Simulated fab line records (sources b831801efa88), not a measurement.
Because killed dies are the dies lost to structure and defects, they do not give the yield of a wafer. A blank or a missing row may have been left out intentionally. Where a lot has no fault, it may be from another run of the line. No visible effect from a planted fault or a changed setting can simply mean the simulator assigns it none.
A struck lot beside a sound one -- flow sky130 -- 18 out of 708 route steps
Sound: the wafers L116.3, L116.4, L116.6. Struck: wafers L126.1, L126.2, L126.3. The cause comes at the end.
Each step with rows lists, per side, the tool, then ch with its chambers, then its first start. Under that, the readings that differ: sound wafers -- struck wafers -- difference of the means -- sigmas: that difference in standard deviations of wafers without a fault.
alike: readings with means less than 2 such deviations apart, plus words and numbers identical on both sides. not compared: withheld readings, readings lacking a value on some wafer, bounds such as >300 that could conceal the same value, and numbers that have no deviation in the record and whose values overlap.
The two part at a step that has a row with sigmas, a row that says differs or no value, or rows on one side only. Numbers that have no deviation but don't overlap get no sigmas and don't part them. Lack of a reading on every wafer of one side parts them only where that side has two or more wafers.

SKY_VIA1_ETCH_15: etches SiO2 in C4F8/O2/Ar, stops on TiN, target depth 351 nm, time 54 s.
  sound on rie diel-03 ch 0,3, day 36 12:52; struck on rie diel-03 ch 1,2,3, day 38 21:14
  alike: oes product au
SKY_VIA1_STRIP_16: strips in O2/N2.
  sound on plasma asher-03 ch 0,1, day 36 12:56; struck on plasma asher-03 ch 0,1, day 38 21:17
  alike: drypump motor current A, oes product au, strip time to endpoint s
  not compared: rf hours counter h
then, 3 steps without rows for these wafers: SKY_VIA1_STRIP_17 (strips in post etch residue remover, time 1200 s); SKY_VIA1_CLEAN_18 (cleans in IPA, time 180 s); SKY_VIA1_CLEAN_19 (cleans in O3/DIW).
SKY_VIA1_SPUTTER_20: material TiN, target thk 20 nm, time 80 s.
  sound on pvd sputter-04 at day 36 13:56; struck on pvd sputter-02 at day 38 21:59
  alike: cathode dc power W, chamber pressure pa, throttle valve pct
then, 1 step without rows for these wafers: SKY_VIA1_CVD_21 (deposits W, target thk 270 nm, time 80.902 s).
SKY_VIA1_RS_MEAS_22: uses a four-point probe to measure.
  sound on film metro-04 at day 36 14:08; struck on film metro-02 at day 38 22:08
  alike: VIA1_W_RS
SKY_VIA1_THK_MEAS_23: measures by xrf.
  sound on film metro-04 at day 36 14:14; struck on film metro-02 at day 38 22:15
reading,sound,struck,difference,sigmas
VIA1_W_THK (nm),269 263 264,279 284 277,+15,+2
then, 2 steps without rows for these wafers: SKY_VIA1_CMP_24 (polishes, stops on SiO2, t overpolish 15 s, target thk 0 nm); SKY_METAL2_SPUTTER_00 (material Ti, target thk 15 nm, time 10 s).
SKY_METAL2_SPUTTER_01: material TiN, target thk 20 nm, time 16.7 s.
  sound on pvd sputter-01 at day 36 14:36; struck on pvd sputter-03 at day 38 22:38
  alike: cathode dc power W, chamber pressure pa, throttle valve pct
SKY_METAL2_SPUTTER_02: material AlCu, target thk 250 nm, time 13.3 s.
  sound on pvd sputter-01 at day 36 14:37; struck on pvd sputter-03 at day 38 22:40
  no value came back on the struck wafers for cathode dc power W (W), chamber pressure pa (Pa), throttle valve pct (%); on the sound wafers cathode dc power W (W) reads 10596 10599 10599
then, 1 step without rows for these wafers: SKY_METAL2_SPUTTER_03 (material Ti, target thk 5 nm, time 3.3 s).
SKY_METAL2_SPUTTER_04: material TiN, target thk 70 nm, time 58.3 s.
  sound on pvd sputter-01 at day 36 14:40; struck on pvd sputter-03 at day 38 22:42
  alike: cathode dc power W, chamber pressure pa, throttle valve pct
SKY_METAL2_RS_MEAS_05: uses a four-point probe to measure.
  sound on film metro-01 at day 36 14:45; struck on film metro-02 at day 38 22:45
reading,sound,struck,difference,sigmas
METAL2_ALCU_RS (ohm/sq),0.1316 0.1298 0.1273,8.6555 8.8497 8.7525,+8.6230,+99 or more
SKY_METAL2_THK_MEAS_06: measures by xrf.
  sound on film metro-01 at day 36 14:51; struck on film metro-02 at day 38 22:52
reading,sound,struck,difference,sigmas
METAL2_ALCU_THK (nm),239 242 247,<0 <0 <0,differs,
then, 1 step without rows for these wafers: SKY_METAL2_DEHYDRATE_07 (time 60 s).

== WHERE THEY PART ==
Earliest at SKY_VIA1_THK_MEAS_23; latest, in this record, at SKY_METAL2_THK_MEAS_06.

WHY: what had been put in by the simulator
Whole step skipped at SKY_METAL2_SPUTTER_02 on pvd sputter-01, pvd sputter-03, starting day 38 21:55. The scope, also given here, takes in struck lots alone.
